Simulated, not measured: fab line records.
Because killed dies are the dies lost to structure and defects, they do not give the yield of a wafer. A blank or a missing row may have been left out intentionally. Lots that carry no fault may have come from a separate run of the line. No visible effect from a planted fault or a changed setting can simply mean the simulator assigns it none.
Which of the tools did it? | flow sky130 | 42 wafers from 14 lots sampled at 5 of the route's 708 steps

## WHAT THE GAUGES SHOWED, per wafer
SKY_GATE_OXIDE_TW_MEAS_14.
lot  | measured     | on            | GATE_OXIDE_TW
L438 | day 13 23:11 | film metro-03 | 225.0 223.4 225.2
L440 | day 14 17:04 | film metro-03 | 222.3 221.1 223.4
L442 | day 16 11:08 | film metro-01 | 225.6 224.9 225.8
L444 | day 16 22:25 | film metro-01 | 225.4 224.9 227.3
L446 | day 17 16:28 | film metro-03 | 221.8 223.3 222.4
L447 | day 17 16:35 | film metro-02 | 222.7 223.2 223.4
L453 | day 19 14:55 | film metro-01 | 226.6 224.4 225.2
L452 | day 19 15:05 | film metro-01 | 225.7 227.0 225.1
L455 | day 20 05:58 | film metro-03 | 224.2 224.2 223.3
L456 | day 20 15:56 | film metro-01 | 227.2 227.0 226.6
L457 | day 20 18:10 | film metro-03 | 224.4 223.6 223.9
L459 | day 21 20:27 | film metro-03 | 224.9 223.2 225.0
L460 | day 22 01:34 | film metro-02 | 221.8 221.6 222.9
L461 | day 22 02:54 | film metro-03 | 225.2 224.4 225.4

SKY_POLY_GATE_THK_MEAS_04.
lot  | measured     | on            | POLY_GATE_CVD_03_THK (nm)
L438 | day 15 11:15 | film metro-02 | 74.0 74.3 74.3
L440 | day 16 00:54 | film metro-03 | 75.6 75.8 75.6
L442 | day 18 04:13 | film metro-03 | 75.6 75.6 75.6
L444 | day 18 12:29 | film metro-02 | 74.7 74.3 75.2
L446 | day 19 06:28 | film metro-03 | 75.1 75.4 76.3
L447 | day 19 06:28 | film metro-04 | 76.2 76.5 76.4
L453 | day 21 02:42 | film metro-04 | 74.8 75.1 75.4
L452 | day 21 06:50 | film metro-02 | 75.1 75.0 75.5
L455 | day 21 16:59 | film metro-03 | 75.0 75.5 75.7
L456 | day 22 03:12 | film metro-04 | 75.7 75.7 75.6
L457 | day 22 05:05 | film metro-03 | 75.0 75.8 75.7
L459 | day 23 08:34 | film metro-03 | 75.4 75.7 75.5
L460 | day 23 11:24 | film metro-02 | 74.4 74.5 74.6
L461 | day 23 13:28 | film metro-04 | 75.2 75.7 75.6

SKY_LDD_HVN_OVL_MEAS_07.
lot  | measured     | on         | LDD_HVN_OVL (nm)
L438 | day 20 14:17 | overlay-02 | 1.1 0.5 2.5
L440 | day 21 04:44 | overlay-01 | 1.1 1.1 2.3
L442 | day 23 09:59 | overlay-01 | -1.6 -3.7 -2.9
L444 | day 23 18:41 | overlay-02 | -0.5 -1.5 -1.3
L446 | day 24 11:11 | overlay-02 | -0.3 -0.4 0.3
L447 | day 24 12:50 | overlay-01 | -0.2 1.3 0.0
L453 | day 26 04:46 | overlay-02 | -0.3 0.2 -0.4
L452 | day 26 10:20 | overlay-01 | 1.6 1.8 1.0
L455 | day 26 19:35 | overlay-02 | 1.2 0.8 1.0
L456 | day 27 04:02 | overlay-01 | -0.3 -0.6 0.7
L457 | day 27 06:08 | overlay-02 | 1.1 1.3 2.3
L459 | day 28 08:38 | overlay-02 | 1.5 1.2 -0.7
L460 | day 28 10:52 | overlay-01 | 1.5 1.5 0.3
L461 | day 28 14:35 | overlay-02 | -1.0 0.4 -1.0

SKY_LDD_HVN_TW_MEAS_10.
lot  | measured     | on            | LDD_HVN_TW
L438 | day 20 14:35 | film metro-04 | 1458 1459 1457
L440 | day 21 05:01 | film metro-02 | 1424 1429 1430
L442 | day 23 10:16 | film metro-03 | 1431 1433 1444
L444 | day 23 18:58 | film metro-04 | 1441 1447 1454
L446 | day 24 11:28 | film metro-03 | 1290 1290 1294
L447 | day 24 13:07 | film metro-04 | 1291 1294 1292
L453 | day 26 05:04 | film metro-02 | 1423 1428 1436
L452 | day 26 10:38 | film metro-04 | 1443 1448 1437
L455 | day 26 19:52 | film metro-02 | 1427 1430 1426
L456 | day 27 04:19 | film metro-02 | 1432 1428 1421
L457 | day 27 06:25 | film metro-04 | 1458 1462 1452
L459 | day 28 08:56 | film metro-02 | 1424 1423 1421
L460 | day 28 11:10 | film metro-03 | 1442 1446 1456
L461 | day 28 14:53 | film metro-03 | 1443 1448 1445

## WHICH TOOL RAN EACH LOT (tool, then ch and the chambers of the sampled wafers, then the start)
lot  | SKY_LDD_HVN_IMPLANT_08
L438 | implanter-01 ch 0, day 20 14:22
L440 | implanter-04 ch 0, day 21 04:47
L442 | implanter-01 ch 0, day 23 10:02
L444 | implanter-01 ch 0, day 23 18:43
L446 | implanter-01 ch 0, day 24 11:14
L447 | implanter-01 ch 0, day 24 12:53
L453 | implanter-03 ch 0, day 26 04:49
L452 | implanter-03 ch 0, day 26 10:25
L455 | implanter-03 ch 0, day 26 19:37
L456 | implanter-04 ch 0, day 27 04:05
L457 | implanter-03 ch 0, day 27 06:10
L459 | implanter-01 ch 0, day 28 08:44
L460 | implanter-01 ch 0, day 28 10:55
L461 | implanter-03 ch 0, day 28 14:41
- SKY_LDD_HVN_IMPLANT_08

## AS READ BY THE TOOLS THEMSELVES (means over the sampled wafers that have a number; for cases with no such wafer, the mark the record gives instead)
SKY_LDD_HVN_IMPLANT_08.
lot  | tool         | tilt deg (degrees)
L438 | implanter-01 | 39.961
L440 | implanter-04 | 40.030
L442 | implanter-01 | 39.993
L444 | implanter-01 | 40.009
L446 | implanter-01 | 0.007
L447 | implanter-01 | -0.003
L453 | implanter-03 | 40.015
L452 | implanter-03 | 40.012
L455 | implanter-03 | 40.022
L456 | implanter-04 | 39.999
L457 | implanter-03 | 40.009
L459 | implanter-01 | 40.008
L460 | implanter-01 | 40.025
L461 | implanter-03 | 39.979

## THE ANSWER, worked out from the rows above alone
Rule: the usual values come from the lots themselves. Put in order of their means at a reading, lots are off if they are a third of the lots or fewer, leave a main group of 4 or more, and stand apart from it by a gap of 3 or more times the standard deviation of the main group's means; of several such gaps the widest counts. A main group whose means are all the same, to the digits that the tables above print for the reading, isn't used. A lot without any number at a reading at which 4 lots or more have one is off too. The other lots that the step has rows for count as sound. The gauges are gone through in route order, then the tools' own readings, and for those a lot's mean is taken as printed above. The first step at which some lot is off is used, and at that step the reading that is off furthest; a lot without a number counts as furthest.
Off: L446, L447, seen at SKY_LDD_HVN_TW_MEAS_10 (LDD_HVN_TW). The main group: mean 1439, standard deviation 12.
If a tool, at a process step before that reading, ran all the lots that are off and no sound lot after the first of them, it fits. Not tried: the gauges at SKY_LDD_HVN_TW_MEAS_10; whatever is off there is also off at SKY_LDD_HVN_IMPLANT_08, on other tools, and gauge error can't account for it. Of those tried, none fits.

## WHAT WAS PUT IN BY THE SIMULATOR
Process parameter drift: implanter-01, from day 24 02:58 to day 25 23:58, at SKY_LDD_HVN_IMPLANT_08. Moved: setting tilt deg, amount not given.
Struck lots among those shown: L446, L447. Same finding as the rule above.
